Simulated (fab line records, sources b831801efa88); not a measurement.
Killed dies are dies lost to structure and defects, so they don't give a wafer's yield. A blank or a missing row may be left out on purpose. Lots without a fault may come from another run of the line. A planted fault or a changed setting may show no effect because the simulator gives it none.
fab line records | flow sky130
record lots=7 wafers=21 last_day=50
route steps=708 shown METAL2@483 PAD_OPEN@708
lots that met no fault: from a run of the same line without faults
start_h: hours from the record's first day to the start of the lot's first wafer shown | wait_h: hours since the lot's step before | " the same as in the row above | L1.1+2: a row that stands for several wafers | - no value, or no start given | * or withheld: withheld | < > ~ a bound
route shown NAME@n: a module of which the file shows steps, and the number in the route of the first | usual: mean/standard deviation of fault-free wafers | same: alike in all rows | chamber/n: place in a boat | sites: the reading at each site | _std_site: their standard deviation | _edge_site: outer sites' mean less inner sites' | radius_mm: how far each site lies from the wafer's centre | mask NAME#n: copy n | behind: the tool/chamber that last shaped the wafer | hold: why the lot was held/for how many hours/how that ended | device: the transistor (n, p or np) that didn't switch | end of line: the same wafers' tests at the end of the route | a step without rows: its recipe alone | killed: dies lost to structure and defects at the first sort, not the wafer's yield | map: a wafer's dies, x killed, . not, _ none there
set.NAME: the setting as run; set.NAME@STEP: as run at that earlier step | model.NAME: the simulator's own value behind a step, which no gauge read
lots at some steps of the route; a table a step, a row a wafer
services: from which hour (start_h, from the record's first day; less than 0 if before it) a tool's chamber was out of use, for how many hours, and why
## steps
# step SKY_METAL2_SPUTTER_00
# recipe material=Ti target_thk_nm=15 power_w=3000 time_s=10 chamber_pressure_pa=0.4
# usual throttle_valve_pct=29.9/1.3
# columns lot.wafer tool chamber start_h wait_h throttle_valve_pct
L647.1 pvd_sputter-02 - 800.32 0.1 30.6
L647.3 " - " " 33.2
L647.6 " - " " 31.8
L652.1 pvd_sputter-04 - 838.75 0.2 28.5
L652.4 " - " " 28.3
L652.6 " - " " 29.5
L656.1 pvd_sputter-04 - 876.70 0.2 29.4
L656.4 " - " " 30.2
L656.5 " - " " 28.7
L657.2 pvd_sputter-02 - 877.05 0.1 29.3
L657.3 " - " " 32.8
L657.4 " - " " 31.5
L658.2 pvd_sputter-03 - 886.88 0.1 30.1
L658.3 " - " " 29.7
L658.6 " - " " 30.0
L659.1 pvd_sputter-02 - 891.86 0.1 30.5
L659.4 " - " " 29.4
L659.5 " - " " 29.4
L668.4 pvd_sputter-03 - 947.11 0.2 28.6
L668.5 " - " " 30.3
L668.6 " - " " 29.0
# step SKY_METAL2_SPUTTER_01
# recipe material=TiN target_thk_nm=20 power_w=6500 time_s=16.7 chamber_pressure_pa=0.4
# usual throttle_valve_pct=29.9/1.3
# columns lot.wafer tool chamber start_h wait_h throttle_valve_pct
L647.1 pvd_sputter-02 - 800.34 0.0 30.5
L647.3 " - " " 32.7
L647.6 " - " " 31.6
L652.1 pvd_sputter-04 - 838.77 0.0 28.5
L652.4 " - " " 28.6
L652.6 " - " " 29.8
L656.1 pvd_sputter-04 - 876.72 0.0 29.3
L656.4 " - " " 30.0
L656.5 " - " " 28.4
L657.2 pvd_sputter-02 - 877.07 0.0 29.0
L657.3 " - " " 32.8
L657.4 " - " " 31.8
L658.2 pvd_sputter-03 - 886.91 0.0 30.0
L658.3 " - " " 29.7
L658.6 " - " " 30.0
L659.1 pvd_sputter-02 - 891.88 0.0 30.5
L659.4 " - " " 29.3
L659.5 " - " " 29.5
L668.4 pvd_sputter-03 - 947.13 0.0 28.7
L668.5 " - " " 30.3
L668.6 " - " " 29.1
# step SKY_METAL2_SPUTTER_02
# recipe material=AlCu target_thk_nm=250 power_w=10600 time_s=13.3 chamber_pressure_pa=0.4
# usual throttle_valve_pct=29.8/1.3
# columns lot.wafer tool chamber start_h wait_h throttle_valve_pct
L647.1 pvd_sputter-02 - 800.36 0.0 30.4
L647.3 " - " " 32.6
L647.6 " - " " 31.5
L652.1 pvd_sputter-04 - 838.80 0.0 28.5
L652.4 " - " " 28.3
L652.6 " - " " 29.3
L656.1 pvd_sputter-04 - 876.74 0.0 29.6
L656.4 " - " " 30.1
L656.5 " - " " 28.5
L657.2 pvd_sputter-02 - 877.10 0.0 29.6
L657.3 " - " " 33.0
L657.4 " - " " 31.6
L658.2 pvd_sputter-03 - 886.93 0.0 30.2
L658.3 " - " " 29.8
L658.6 " - " " 30.3
L659.1 pvd_sputter-02 - 891.91 0.0 30.6
L659.4 " - " " 29.3
L659.5 " - " " 29.5
L668.4 pvd_sputter-03 - 947.16 0.0 28.5
L668.5 " - " " 30.1
L668.6 " - " " 29.0
# step SKY_METAL2_SPUTTER_03
# recipe material=Ti target_thk_nm=5 power_w=3000 time_s=3.3 chamber_pressure_pa=0.4
# step SKY_METAL2_SPUTTER_04
# recipe material=TiN target_thk_nm=70 power_w=6500 time_s=58.3 chamber_pressure_pa=0.4
# step SKY_METAL2_RS_MEAS_05
# recipe thk_meas_gauge=four-point-probe reads=TiN_of_METAL2_SPUTTER_04+Ti_of_METAL2_SPUTTER_03+AlCu_of_METAL2_SPUTTER_02+TiN_of_METAL2_SPUTTER_01+Ti_of_METAL2_SPUTTER_00
# usual METAL2_ALCU_RS=0.1264/0.0011
# columns lot.wafer tool chamber start_h wait_h METAL2_ALCU_RS[ohm/sq]
L647.1 film_metro-04 - 800.49 0.1 0.1275
L647.3 " - " " 0.1292
L647.6 " - " " 0.1279
L652.1 film_metro-04 - 838.89 0.0 0.1274
L652.4 " - " " 0.1263
L652.6 " - " " 0.1250
L656.1 film_metro-01 - 876.84 0.0 0.1271
L656.4 " - " " 0.1278
L656.5 " - " " 0.1267
L657.2 film_metro-04 - 877.21 0.0 0.1258
L657.3 " - " " 0.1255
L657.4 " - " " 0.1253
L658.2 film_metro-01 - 887.04 0.0 0.1246
L658.3 " - " " 0.1259
L658.6 " - " " 0.1253
L659.1 film_metro-04 - 892.00 0.0 0.1259
L659.4 " - " " 0.1263
L659.5 " - " " 0.1268
L668.4 film_metro-01 - 947.31 0.1 0.1271
L668.5 " - " " 0.1262
L668.6 " - " " 0.1257
# step SKY_METAL2_THK_MEAS_06
# recipe thk_meas_gauge=xrf reads=AlCu_of_METAL2_SPUTTER_02
# usual METAL2_ALCU_THK=243.2/2.6
# columns lot.wafer tool chamber start_h wait_h METAL2_ALCU_THK[nm]
L647.1 film_metro-04 - 800.61 0.1 243.2
L647.3 " - " " 239.8
L647.6 " - " " 242.1
L652.1 film_metro-04 - 839.01 0.1 243.5
L652.4 " - " " 245.3
L652.6 " - " " 246.8
L656.1 film_metro-01 - 876.96 0.1 239.6
L656.4 " - " " 238.8
L656.5 " - " " 238.9
L657.2 film_metro-04 - 877.32 0.1 244.1
L657.3 " - " " 245.6
L657.4 " - " " 246.0
L658.2 film_metro-01 - 887.15 0.1 247.5
L658.3 " - " " 243.2
L658.6 " - " " 245.0
L659.1 film_metro-04 - 892.12 0.1 246.8
L659.4 " - " " 244.0
L659.5 " - " " 244.0
L668.4 film_metro-01 - 947.40 0.1 239.3
L668.5 " - " " 239.6
L668.6 " - " " 242.1
# step SKY_METAL2_DEHYDRATE_07
# recipe temp_c=200 time_s=60
# step SKY_METAL2_HMDS_08
# recipe prime_time_s=60 prime_temp_c=120
# step SKY_METAL2_COAT_09
# recipe resist=BARC temp_c=withheld time_s=withheld spin_rpm=3000 resist_thk_nm=60
# step SKY_METAL2_COAT_10
# recipe resist=KrF-thick spin_rpm=3000 resist_thk_nm=450
# step SKY_METAL2_SOFTBAKE_11
# recipe temp_c=100 time_s=90 resist=KrF-thick
# step SKY_METAL2_EXPOSE_12
# recipe mask_id=MM2 na=0.8 source_shape=annular sigma_inner=0.55 sigma_outer=0.85 target_cd_nm=140 dose_mj=28
# usual exposure_dose_mJ_cm2=27.932/0.029
# same na=0.8
# columns lot.wafer tool chamber start_h wait_h mask exposure_dose_mJ_cm2
L647.1 krf_scanner-01 0 813.52 - MM2#0 27.945
L647.3 " 0 " " MM2#0 27.944
L647.6 " 0 " " MM2#0 27.928
L652.1 krf_scanner-02 0 852.58 - MM2#0 27.957
L652.4 " 0 " " MM2#0 27.959
L652.6 " 0 " " MM2#0 27.974
L656.1 krf_scanner-01 0 889.92 - MM2#0 27.958
L656.4 " 0 " " MM2#0 27.964
L656.5 " 0 " " MM2#0 27.936
L657.2 krf_scanner-02 0 890.74 - MM2#0 26.820
L657.3 " 0 " " MM2#0 26.866
L657.4 " 0 " " MM2#0 26.899
L658.2 krf_scanner-02 0 899.91 - MM2#0 26.827
L658.3 " 0 " " MM2#0 26.845
L658.6 " 0 " " MM2#0 26.835
L659.1 krf_scanner-02 0 905.08 - MM2#0 27.023
L659.4 " 0 " " MM2#0 27.028
L659.5 " 0 " " MM2#0 27.077
L668.4 krf_scanner-01 0 959.99 - MM2#0 27.949
L668.5 " 0 " " MM2#0 27.938
L668.6 " 0 " " MM2#0 27.952
# step SKY_METAL2_PEB_13
# recipe peb_temp_c=withheld peb_time_s=withheld resist=KrF-thick
# step SKY_METAL2_DEVELOP_14
# recipe develop_time_s=60 resist=KrF-thick dev_temp_c=21
# step SKY_METAL2_CD_MEAS_15
# recipe target_cd_nm=140
# usual cd_nm=140.0/1.6
# columns lot.wafer tool chamber start_h wait_h cd_nm
L647.1 cd_sem-01 - 827.19 - 137.6
L647.3 " - " " 136.3
L647.6 " - " " 138.2
L652.1 cd_sem-02 - 864.98 - 138.7
L652.4 " - " " 138.1
L652.6 " - " " 138.7
L656.1 cd_sem-02 - 902.59 - 139.8
L656.4 " - " " 141.3
L656.5 " - " " 141.3
L657.2 cd_sem-02 - 903.15 - 145.1
L657.3 " - " " 146.7
L657.4 " - " " 146.8
L658.2 cd_sem-02 - 912.52 - 148.7
L658.3 " - " " 148.8
L658.6 " - " " 149.1
L659.1 cd_sem-01 - 916.28 - 146.8
L659.4 " - " " 146.0
L659.5 " - " " 147.4
L668.4 cd_sem-02 - 971.66 - 140.6
L668.5 " - " " 140.2
L668.6 " - " " 140.1
# step SKY_METAL2_OVL_MEAS_16
# usual METAL2_OVL=2/5.7
# columns lot.wafer tool chamber start_h wait_h METAL2_OVL[nm]
L647.1 overlay-02 - 827.31 0.1 7
L647.3 " - " " 13
L647.6 " - " " 11
L652.1 overlay-01 - 865.10 0.1 1
L652.4 " - " " 8
L652.6 " - " " 8
L656.1 overlay-01 - 902.71 0.1 6
L656.4 " - " " -1
L656.5 " - " " 5
L657.2 overlay-02 - 903.25 0.1 2
L657.3 " - " " 0
L657.4 " - " " 2
L658.2 overlay-01 - 912.63 0.1 1
L658.3 " - " " -4
L658.6 " - " " -11
L659.1 overlay-01 - 916.40 0.1 -6
L659.4 " - " " -8
L659.5 " - " " -1
L668.4 overlay-02 - 971.74 0.1 0
L668.5 " - " " 1
L668.6 " - " " 1
# step SKY_METAL2_DESCUM_17
# recipe chemistry=O2 source_power_w=150 bias_power_w=0 pressure_mtorr=10 temp_c=40 time_s=8
# usual drypump_motor_current_A=6.2/0.36 oes_product_au=0.999/0.0078
# columns lot.wafer tool chamber start_h wait_h drypump_motor_current_A oes_product_au rf_hours_counter_h model.METAL2.cd_nm
L647.1 rie_metal-04 1 827.35 0.0 5.7 1.001 0 137.9
L647.3 " 0 " " 6.3 0.997 - 136.2
L647.6 " 1 " " 5.7 1.005 - 138.8
L652.1 rie_metal-01 1 865.13 0.0 6.6 0.989 4 138.7
L652.4 " 1 " " 6.6 0.990 - 138.1
L652.6 " 1 " " 6.6 0.995 - 138.1
L656.1 rie_metal-02 0 902.75 0.0 5.6 1.006 7 139.4
L656.4 " 1 " " 6.2 0.990 - 141
L656.5 " 0 " " 5.6 1.001 - 141.1
L657.2 rie_metal-04 1 903.28 0.0 5.7 1.002 3 144.9
L657.3 " 0 " " 6.3 1.014 - 146.4
L657.4 " 1 " " 5.7 1.003 - 146.8
L658.2 rie_metal-02 1 912.66 0.0 6.1 0.993 6 148.7
L658.3 " 0 " " 5.6 0.991 - 148.6
L658.6 " 0 " " 5.6 1.002 - 148.8
L659.1 rie_metal-04 1 916.43 0.0 5.7 0.993 4 147.2
L659.4 " 1 " " 5.7 1.000 - 146.6
L659.5 " 0 " " 6.3 1.007 - 147.3
L668.4 rie_metal-01 0 971.77 0.0 6.1 0.987 - 140.8
L668.5 " 1 " " 6.6 0.993 - 140.1
L668.6 " 0 " " 6.1 0.998 - 139.6
# step SKY_METAL2_ETCH_18
# recipe chemistry=N2/H2 target=BARC ion_energy_ev=200 bias_w=100 pressure_mtorr=30 n2_flow_sccm=100 h2_flow_sccm=200 icp_w=500 stop_on=SiO2 time_s=45.9 target_depth_a=600
# usual drypump_motor_current_A=6.2/0.36 oes_product_au=0.855/0.0051 throttle_valve_pct=13.225/0.0093
# columns lot.wafer tool chamber start_h wait_h drypump_motor_current_A oes_product_au rf_hours_counter_h throttle_valve_pct
L647.1 rie_metal-04 1 827.38 0.0 5.7 0.858 0 13.234
L647.3 " 0 " " 6.3 0.852 - 13.219
L647.6 " 1 " " 5.7 0.847 - 13.230
L652.1 rie_metal-01 1 865.17 0.0 6.6 0.861 4 13.220
L652.4 " 1 " " 6.6 0.852 - 13.227
L652.6 " 1 " " 6.6 0.843 - 13.195
L656.1 rie_metal-02 0 902.78 0.0 5.6 0.860 7 13.221
L656.4 " 1 " " 6.2 0.857 - 13.216
L656.5 " 0 " " 5.5 0.852 - 13.229
L657.2 rie_metal-04 1 903.32 0.0 5.7 0.865 3 13.239
L657.3 " 0 " " 6.3 0.860 - 13.234
L657.4 " 1 " " 5.7 0.864 - 13.232
L658.2 rie_metal-02 1 912.69 0.0 6.1 0.850 6 13.235
L658.3 " 0 " " 5.5 0.855 - 13.224
L658.6 " 0 " " 5.5 0.863 - 13.226
L659.1 rie_metal-04 1 916.47 0.0 5.7 0.853 4 13.219
L659.4 " 1 " " 5.7 0.858 - 13.228
L659.5 " 0 " " 6.4 0.861 - 13.236
L668.4 rie_metal-01 0 971.81 0.0 6.1 0.853 - 13.219
L668.5 " 1 " " 6.6 0.855 - 13.227
L668.6 " 0 " " 6.1 0.848 - 13.222
# step SKY_METAL2_METAL_ETCH_19
# recipe target_depth_a=3600 stop_on=SiO2 over_etch_frac=0.3 time_s=78 chemistry=Cl2/BCl3 resist_sidewall_deg=88 pressure_mtorr=10 icp_w=900 bias_w=48.5 Cl2_flow_sccm=60 bcl3_flow_sccm=30
# usual drypump_motor_current_A=6.2/0.36 oes_product_au=0.856/0.0051 throttle_valve_pct=22.266/0.0099
# columns lot.wafer tool chamber start_h wait_h drypump_motor_current_A oes_product_au rf_hours_counter_h throttle_valve_pct model.METAL2.cd_nm
L647.1 rie_metal-04 1 827.44 0.0 5.7 0.845 0 22.251 136.9
L647.3 " 0 " " 6.3 0.848 - 22.281 135.7
L647.6 " 1 " " 5.7 0.853 - 22.258 139.6
L652.1 rie_metal-01 1 865.23 0.0 6.6 0.845 4 22.269 141.2
L652.4 " 1 " " 6.6 0.851 - 22.277 141.2
L652.6 " 1 " " 6.5 0.859 - 22.267 140.3
L656.1 rie_metal-02 0 902.84 0.0 5.6 0.851 8 22.245 138.2
L656.4 " 1 " " 6.1 0.857 - 22.268 144.3
L656.5 " 0 " " 5.6 0.856 - 22.267 140.3
L657.2 rie_metal-04 1 903.38 0.0 5.7 0.852 3 22.256 144.8
L657.3 " 0 " " 6.3 0.859 - 22.261 146.2
L657.4 " 1 " " 5.7 0.862 - 22.276 147.6
L658.2 rie_metal-02 1 912.75 0.0 6.2 0.860 6 22.271 149.7
L658.3 " 0 " " 5.6 0.847 - 22.261 146.4
L658.6 " 0 " " 5.6 0.855 - 22.263 148.2
L659.1 rie_metal-04 1 916.53 0.0 5.7 0.861 4 22.264 149.9
L659.4 " 1 " " 5.8 0.865 - 22.260 148.6
L659.5 " 0 " " 6.3 0.854 - 22.279 148
L668.4 rie_metal-01 0 971.88 0.1 6.2 0.855 - 22.266 139.4
L668.5 " 1 " " 6.6 0.854 - 22.262 140.1
L668.6 " 0 " " 6.1 0.863 - 22.266 138
# step SKY_METAL2_STRIP_20
# recipe chemistry=O2/N2 power_w=1400 pressure_mtorr=1500 platen_temp_c=withheld o2_flow_sccm=3000 n2_flow_sccm=300 overash_fraction=0.5
# usual drypump_motor_current_A=5.9/0.47 o2_flow_sccm=2999/8.4 oes_product_au=0.343/0.0046 strip_time_to_endpoint_s=2.70/0.033
# columns lot.wafer tool chamber start_h wait_h drypump_motor_current_A o2_flow_sccm oes_product_au rf_hours_counter_h strip_time_to_endpoint_s
L647.1 plasma_asher-01 0 827.53 0.1 6.7 3005 0.351 11 2.68
L647.3 " 1 " " 5.8 3010 0.339 - 2.67
L647.6 " 1 " " 5.7 3003 0.345 - 2.67
L652.1 plasma_asher-03 1 865.32 0.1 5.5 2982 0.342 79 2.76
L652.4 " 1 " " 5.5 2997 0.339 - 2.72
L652.6 " 0 " " 6.2 3007 0.350 - 2.72
L656.1 plasma_asher-01 1 902.93 0.1 5.7 3007 0.328 18 2.65
L656.4 " 0 " " 6.7 2994 0.348 - 2.69
L656.5 " 0 " " 6.8 2992 0.336 - 2.65
L657.2 plasma_asher-01 0 903.47 0.1 6.7 2996 0.340 18 2.66
L657.3 " 1 " " 5.8 3008 0.340 - 2.61
L657.4 " 0 " " 6.6 2981 0.348 - 2.67
L658.2 plasma_asher-02 1 912.84 0.1 6.2 2986 0.346 115 2.73
L658.3 " 0 " " 5.4 2989 0.339 - 2.70
L658.6 " 0 " " 5.4 2990 0.338 - 2.67
L659.1 plasma_asher-01 0 916.62 0.1 6.7 3005 0.340 19 2.69
L659.4 " 0 " " 6.7 3000 0.343 - 2.70
L659.5 " 0 " " 6.7 3011 0.349 - 2.69
L668.4 plasma_asher-02 0 971.98 0.1 5.4 2995 0.342 - 2.76
L668.5 " 1 " " 6.2 3012 0.348 - 2.77
L668.6 " 0 " " 5.4 2996 0.350 - 2.76
# step SKY_PAD_OPEN_PROBE_99
# usual defect_limited_yield=82.2/1.9 killed_at_M0_to_M3=44/6.6 killed_at_M4_up=3.4/1.9 killed_at_contacts=25/5.6 killed_at_front_end=15/4.6 killed_at_other=0.3/0.6 killed_dies=88/9.5 killed_on_rim=17/3.8 killed_open=47/7.1 killed_short=40/6.4 sort_bin_3_pad_short=1.0/0.47 sort_bin_5_function=10.4/1.4 sort_bin_6_memory=6.4/1.1 sort_n_pass=404/9.5 sort_yield_pct=82.2/1.9
# same gross_dies=492 killed_at_back_side=0 sort_bin_4_leakage[%]=0 sort_bin_8_speed[%]=0
# columns lot.wafer tool chamber start_h wait_h defect_limited_yield[%] killed_at_M0_to_M3 killed_at_M4_up killed_at_contacts killed_at_front_end killed_at_other killed_dies killed_on_rim killed_open killed_short sort_bin_3_pad_short[%] sort_bin_5_function[%] sort_bin_6_memory[%] sort_n_pass sort_yield_pct[%] model.etest.met2.width_nm model.etest.met2.line_ohm_um
L647.1 prober-01 - 1082.58 0.1 85.0 48 2 16 8 0 74 21 45 29 1.0 8.5 5.5 418 85.0 139.1 0.9296
L647.3 prober-01 - 1082.68 0.2 80.9 52 2 23 16 1 94 18 52 42 1.0 10.8 7.3 398 80.9 139.5 0.9375
L647.6 prober-01 - 1082.83 0.2 82.3 46 2 26 12 1 87 16 41 46 0.8 9.1 7.7 405 82.3 140.7 0.9198
L652.1 prober-02 - 1112.86 0.1 81.9 36 2 28 23 0 89 20 52 37 1.0 10.0 7.1 403 81.9 140.9 0.9199
L652.4 prober-02 - 1113.01 0.2 79.9 38 6 33 22 0 99 23 61 38 1.8 11.2 7.1 393 79.9 139.5 0.9171
L652.6 prober-02 - 1113.11 0.2 82.3 47 3 19 18 0 87 18 45 42 0.6 10.8 6.3 405 82.3 138.6 0.9143
L656.1 prober-02 - 1137.41 0.1 81.5 48 7 23 13 0 91 18 41 49 1.2 10.6 6.7 401 81.5 139.9 0.9314
L656.4 prober-02 - 1137.56 0.2 84.3 37 2 20 18 0 77 14 50 26 1.6 9.6 4.5 415 84.3 143.9 0.9065
L656.5 prober-02 - 1137.61 0.2 83.5 44 3 20 14 0 81 18 45 35 0.8 8.5 7.1 411 83.5 142.3 0.9021
L657.2 prober-01 - 1139.58 0.1 80.7 46 4 22 23 0 95 23 56 39 0.2 11.4 7.7 397 80.7 143.8 0.8893
L657.3 prober-01 - 1139.63 0.2 78.9 55 2 30 17 0 104 19 55 49 1.4 12.4 7.3 388 78.9 146.8 0.8607
L657.4 prober-01 - 1139.68 0.2 83.3 38 5 23 16 0 82 19 39 42 0.6 9.6 6.5 410 83.3 149.3 0.8486
L658.2 prober-02 - 1148.87 0.1 82.1 45 2 19 21 1 88 19 47 39 0.6 11.0 6.3 404 82.1 149.2 0.8413
L658.3 prober-02 - 1148.92 0.2 85.0 40 7 15 12 0 74 20 38 36 0.6 10.4 4.1 418 85.0 147.7 0.8607
L658.6 prober-02 - 1149.07 0.2 81.7 42 2 29 17 0 90 18 54 36 0.8 10.4 7.1 402 81.7 146.7 0.8653
L659.1 prober-01 - 1149.77 0.1 83.1 38 3 31 10 1 83 15 39 44 1.0 10.6 5.3 409 83.1 153.3 0.8302
L659.4 prober-01 - 1149.92 0.2 81.9 45 0 22 21 1 89 21 48 41 0.8 9.3 7.9 403 81.9 150 0.8592
L659.5 prober-01 - 1149.97 0.2 83.9 48 6 13 12 0 79 11 45 34 0.8 8.9 6.3 413 83.9 147.2 0.8659
L668.4 prober-01 - 1189.81 0.2 79.3 51 5 26 19 1 102 21 46 56 0.6 11.2 8.9 390 79.3 141.7 0.9139
L668.5 prober-01 - 1189.86 0.2 84.8 32 5 24 14 0 75 15 34 41 1.0 9.3 4.9 417 84.8 145.1 0.8816
L668.6 prober-01 - 1189.91 0.2 81.1 45 2 31 15 0 93 13 51 42 0.8 12.4 5.7 399 81.1 140.5 0.909
# killed by level:class
L647.1 VIA1:geometric_particle:open=18 VIA2:geometric_particle:open=6 METAL1:geometric_particle:short=6 LI_CONTACT:geometric_particle:open=5 CONTACT:geometric_particle:open=5 VIA3:geometric_particle:short=4 VIA3:geometric_particle:open=4 LI_CONTACT:geometric_particle:short=3
L647.3 VIA1:geometric_particle:open=14 CONTACT:geometric_particle:open=9 METAL2:geometric_particle:short=8 VIA3:geometric_particle:open=7 CONTACT:geometric_particle:short=6 METAL1:geometric_particle:short=6 POLY_GATE:geometric_particle:open=5 VIA1:geometric_particle:short=4
L647.6 VIA1:geometric_particle:short=12 CONTACT:geometric_particle:open=10 VIA1:geometric_particle:open=8 METAL2:geometric_particle:short=6 VIA2:geometric_particle:open=6 FIELD_ISO:geometric_particle:short=5 LI_CONTACT:geometric_particle:open=5 METAL1:geometric_particle:short=5
L652.1 VIA1:geometric_particle:open=15 LI_CONTACT:geometric_particle:open=10 CONTACT:geometric_particle:open=9 FIELD_ISO:geometric_particle:short=6 METAL3:geometric_particle:short=6 FIELD_ISO:geometric_particle:open=5 POLY_GATE:geometric_particle:open=5 POLY_GATE:geometric_particle:short=4
L652.4 CONTACT:geometric_particle:open=16 VIA2:geometric_particle:open=10 LI_CONTACT:geometric_particle:open=9 VIA1:geometric_particle:open=9 SPACER:geometric_particle:short=6 VIA3:geometric_particle:open=5 FIELD_ISO:geometric_particle:open=4 FIELD_ISO:geometric_particle:short=4
L652.6 VIA1:geometric_particle:open=9 CONTACT:geometric_particle:open=7 VIA1:geometric_particle:short=6 POLY_GATE:geometric_particle:open=5 LI_CONTACT:geometric_particle:open=5 VIA3:geometric_particle:short=5 VIA3:geometric_particle:open=5 METAL3:geometric_particle:short=4
L656.1 VIA1:geometric_particle:open=14 VIA1:geometric_particle:short=8 CONTACT:geometric_particle:open=7 POLY_GATE:geometric_particle:short=6 METAL2:geometric_particle:short=5 LOCAL_INTERCONNECT:geometric_particle:short=5 CONTACT:geometric_particle:short=5 METAL1:geometric_particle:short=5
L656.4 LI_CONTACT:geometric_particle:open=10 VIA1:geometric_particle:open=9 CONTACT:geometric_particle:open=8 POLY_GATE:geometric_particle:open=6 VIA1:geometric_particle:short=6 VIA2:geometric_particle:open=5 VIA3:geometric_particle:short=5 VIA3:geometric_particle:open=4
L656.5 VIA1:geometric_particle:open=13 CONTACT:geometric_particle:open=8 LI_CONTACT:geometric_particle:open=6 VIA2:geometric_particle:open=5 VIA3:geometric_particle:short=5 LI_CONTACT:geometric_particle:short=4 VIA1:geometric_particle:short=4 VIA3:geometric_particle:open=4
L657.2 VIA1:geometric_particle:open=12 VIA2:geometric_particle:open=10 CONTACT:geometric_particle:open=9 FIELD_ISO:geometric_particle:short=8 LI_CONTACT:geometric_particle:open=7 FIELD_ISO:geometric_particle:open=5 METAL2:geometric_particle:short=5 VIA3:geometric_particle:open=5
L657.3 VIA1:geometric_particle:open=16 CONTACT:geometric_particle:open=12 VIA1:geometric_particle:short=9 LI_CONTACT:geometric_particle:open=7 METAL3:geometric_particle:short=7 VIA2:geometric_particle:short=6 LI_CONTACT:geometric_particle:short=5 VIA3:geometric_particle:open=5
L657.4 LI_CONTACT:geometric_particle:open=8 FIELD_ISO:geometric_particle:short=7 CONTACT:geometric_particle:open=7 VIA3:geometric_particle:open=7 VIA3:geometric_particle:short=5 VIA1:geometric_particle:open=5 METAL2:geometric_particle:short=5 METAL4:geometric_particle:short=5
L658.2 VIA1:geometric_particle:open=9 CONTACT:geometric_particle:open=8 VIA2:geometric_particle:open=8 FIELD_ISO:geometric_particle:short=7 METAL1:geometric_particle:short=6 FIELD_ISO:geometric_particle:open=4 CONTACT:geometric_particle:short=4 METAL2:geometric_particle:short=4
L658.3 VIA3:geometric_particle:open=6 LI_CONTACT:geometric_particle:open=5 VIA2:geometric_particle:open=5 CONTACT:geometric_particle:open=5 VIA1:geometric_particle:open=5 METAL2:geometric_particle:short=5 VIA2:geometric_particle:short=5 METAL3:geometric_particle:short=5
L658.6 VIA1:geometric_particle:open=13 LI_CONTACT:geometric_particle:open=12 METAL1:geometric_particle:short=8 FIELD_ISO:geometric_particle:open=7 CONTACT:geometric_particle:open=7 FIELD_ISO:geometric_particle:short=6 CONTACT:geometric_particle:short=5 VIA2:geometric_particle:open=5
L659.1 LI_CONTACT:geometric_particle:open=10 LOCAL_INTERCONNECT:geometric_particle:short=8 VIA1:geometric_particle:short=8 VIA3:geometric_particle:open=6 LI_CONTACT:geometric_particle:short=5 METAL1:geometric_particle:short=5 VIA1:geometric_particle:open=5 CONTACT:geometric_particle:short=4
L659.4 VIA1:geometric_particle:open=17 LOCAL_INTERCONNECT:geometric_particle:short=7 POLY_GATE:geometric_particle:short=6 FIELD_ISO:geometric_particle:open=5 FIELD_ISO:geometric_particle:short=5 LI_CONTACT:geometric_particle:open=5 METAL1:geometric_particle:short=5 VIA2:geometric_particle:open=5
L659.5 VIA1:geometric_particle:open=14 VIA3:geometric_particle:open=8 VIA3:geometric_particle:short=7 CONTACT:geometric_particle:open=5 METAL2:geometric_particle:short=5 LOCAL_INTERCONNECT:geometric_particle:short=4 VIA2:geometric_particle:open=4 FIELD_ISO:geometric_particle:short=3
L668.4 CONTACT:geometric_particle:open=11 VIA1:geometric_particle:open=11 METAL3:geometric_particle:short=8 POLY_GATE:geometric_particle:short=7 VIA2:geometric_particle:open=7 METAL1:geometric_particle:short=7 METAL2:geometric_particle:short=6 CONTACT:geometric_particle:short=5
L668.5 CONTACT:geometric_particle:open=9 CONTACT:geometric_particle:short=6 VIA2:geometric_particle:open=6 POLY_GATE:geometric_particle:short=5 LI_CONTACT:geometric_particle:open=5 METAL1:geometric_particle:short=4 METAL2:geometric_particle:short=4 FIELD_ISO:geometric_particle:short=3
L668.6 VIA1:geometric_particle:open=11 CONTACT:geometric_particle:open=9 LOCAL_INTERCONNECT:geometric_particle:short=8 LI_CONTACT:geometric_particle:open=7 METAL1:geometric_particle:short=7 VIA3:geometric_particle:open=6 FIELD_ISO:geometric_particle:open=5 VIA2:geometric_particle:short=5
## services
# columns tool chamber start_h hours kind
pvd_sputter-02 - 776.67 4.0 repair
krf_scanner-01 - 779.57 7.2 pm
rie_metal-01 - 796.05 4.3 pm
rie_metal-04 1 798.79 - clean
rie_metal-04 1 798.79 21.5 scheduled_down
rie_metal-04 - 805.07 0.4 repair
krf_scanner-02 - 818.75 1.4 repair
krf_scanner-01 - 821.92 1.0 pm
krf_scanner-02 - 827.43 0.8 pm
plasma_asher-01 - 827.69 14.6 pm
pvd_sputter-03 - 832.97 0.5 repair
krf_scanner-01 - 838.45 3.6 pm
krf_scanner-02 - 858.41 3.6 pm
krf_scanner-02 - 862.19 0.1 repair
krf_scanner-02 - 869.02 1.3 pm
krf_scanner-02 - 887.72 1.0 pm
rie_metal-01 0 891.67 41.1 repair
pvd_sputter-02 - 894.16 0.6 repair
krf_scanner-01 - 894.66 1.3 pm
krf_scanner-01 - 898.28 0.8 pm
pvd_sputter-03 - 900.35 0.5 repair
plasma_asher-01 - 927.09 2.5 repair
plasma_asher-02 - 931.11 8.5 repair
krf_scanner-01 - 969.76 0.8 pm
## key
first_sign step=SKY_METAL2_EXPOSE_12 reading=exposure_dose_mJ_cm2 direction=down sigmas=35 usual=* struck=*
effect step=SKY_METAL2_CD_MEAS_15 reading=cd_nm direction=up sigmas=4.5 usual=140.0 struck=147.3 through=control_loop
model_effect step=SKY_METAL2_DESCUM_17 value=METAL2.cd_nm without=140.2 struck=147.3
model_effect step=SKY_METAL2_METAL_ETCH_19 value=METAL2.cd_nm without=140.6 struck=147.7
model_effect step=SKY_PAD_OPEN_PROBE_99 value=etest.met2.width_nm without=141.1 struck=148.2
met_at SKY_METAL2_EXPOSE_12
struck_wafers L657.2,L657.3,L657.4,L658.2,L658.3,L658.6,L659.1,L659.4,L659.5
loop_trim step=SKY_METAL2_EXPOSE_12 setting=dose lots=L659
onset_between 852.58 890.74
fault kind=process_parameter_drift tool=krf_scanner-02 chamber=- onset_h=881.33 steps=SKY_METAL2_EXPOSE_12 channel=dose_mj offset=-1.0775 shape=step acts_in=these_recipes_only stated=28
# loop_trim: a control loop set the setting to another value than it would have without faults
